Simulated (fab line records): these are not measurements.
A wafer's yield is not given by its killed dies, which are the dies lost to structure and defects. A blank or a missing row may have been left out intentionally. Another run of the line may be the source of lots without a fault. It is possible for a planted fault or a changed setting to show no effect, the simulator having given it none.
What tool caused it? + flow gf180mcu + 14 lots with 42 wafers sampled at 2 steps, on a route of 602 steps

== WHAT THE GAUGES SHOWED, per wafer ==
GF_STI_CD_MEAS_12 targets a cd of 220 nm. Usual: cd nm at 220.2 nm, with a standard deviation of 1.8.
| lot  | measured    | on        | cd nm (nm)        | flag |
|------|-------------|-----------|-------------------|------|
| L117 | day 2 00:38 | cd sem-01 | 222.6 221.8 222.5 |      |
| L119 | day 2 12:49 | cd sem-01 | 219.8 220.6 218.8 |      |
| L122 | day 3 02:45 | cd sem-02 | 221.0 222.5 221.0 |      |
| L123 | day 4 01:45 | cd sem-01 | 217.0 217.4 217.6 |      |
| L125 | day 4 04:10 | cd sem-01 | 220.7 221.7 221.2 |      |
| L126 | day 4 05:20 | cd sem-01 | 219.5 218.3 220.8 |      |
| L128 | day 4 06:03 | cd sem-01 | 219.9 219.2 218.8 |      |
| L129 | day 4 07:28 | cd sem-01 | 222.9 221.8 221.6 |      |
| L133 | day 5 11:32 | cd sem-01 | 220.8 221.7 220.3 |      |
| L134 | day 5 17:10 | cd sem-01 | 217.6 217.1 217.7 |      |
| L136 | day 6 03:40 | cd sem-02 | 220.3 221.1 219.4 |      |
| L137 | day 6 07:56 | cd sem-01 | 221.9 222.3 221.4 |      |
| L139 | day 6 20:25 | cd sem-02 | 218.5 217.7 217.5 |      |
| L140 | day 6 23:54 | cd sem-02 | 221.7 220.5 221.8 |      |

GF_DNWELL_TW_MEAS_09. Usual: DNWELL_TW typically reads 1349, with standard deviation 13.
| lot  | measured    | on            | DNWELL_TW      | flag |
|------|-------------|---------------|----------------|------|
| L117 | day 2 17:32 | film metro-02 | 1345 1341 1347 |      |
| L119 | day 3 05:39 | film metro-02 | 1324 1334 1337 |      |
| L122 | day 3 19:37 | film metro-01 | 1340 1346 1340 |      |
| L123 | day 4 22:51 | film metro-02 | 1340 1332 1331 |      |
| L125 | day 5 02:46 | film metro-02 | 1341 1345 1346 |      |
| L126 | day 5 03:20 | film metro-03 | 1375 1367 1374 |      |
| L128 | day 5 03:41 | film metro-02 | 1347 1352 1344 |      |
| L129 | day 5 06:57 | film metro-03 | 1361 1354 1355 |      |
| L133 | day 6 06:56 | film metro-01 | 1349 1352 1346 |      |
| L134 | day 6 13:10 | film metro-01 | 1337 1346 1342 |      |
| L136 | day 7 00:12 | film metro-01 | 1342 1350 1345 |      |
| L137 | day 7 04:20 | film metro-02 | 1349 1342 1344 |      |
| L139 | day 7 23:04 | film metro-02 | 1334 1339 1342 |      |
| L140 | day 7 23:15 | film metro-03 | 1371 1377 1367 |      |

== WHAT TOOL EACH LOT RAN ON (gives the tool, then ch and the chambers of the sampled wafers, and finally the start) ==
The record holds no process step before these readings.

== AS READ BY THE TOOLS THEMSELVES (means over the sampled wafers that have a number; for cases with no such wafer, the mark the record gives instead) ==
The record holds no such reading with a usual standard deviation.

== THE ANSWER, worked out from the rows above alone ==
Rule: a lot is off if the mean of its wafers that have a number lies more than 3 standard deviations from the usual mean. A lot without any number at a reading at which 4 lots or more have one is off too. Where the step has rows for the other lots, those lots are counted as sound. Order of review: gauges by route order, followed by the tools' own readings, for which a lot's mean as printed above is used. The first step at which some lot is off is used, and at that step the reading that is off furthest; a lot without a number counts as furthest.
None of the lots is off at any reading shown; this tells nothing.

== WHAT HAD BEEN PUT IN BY THE SIMULATOR ==
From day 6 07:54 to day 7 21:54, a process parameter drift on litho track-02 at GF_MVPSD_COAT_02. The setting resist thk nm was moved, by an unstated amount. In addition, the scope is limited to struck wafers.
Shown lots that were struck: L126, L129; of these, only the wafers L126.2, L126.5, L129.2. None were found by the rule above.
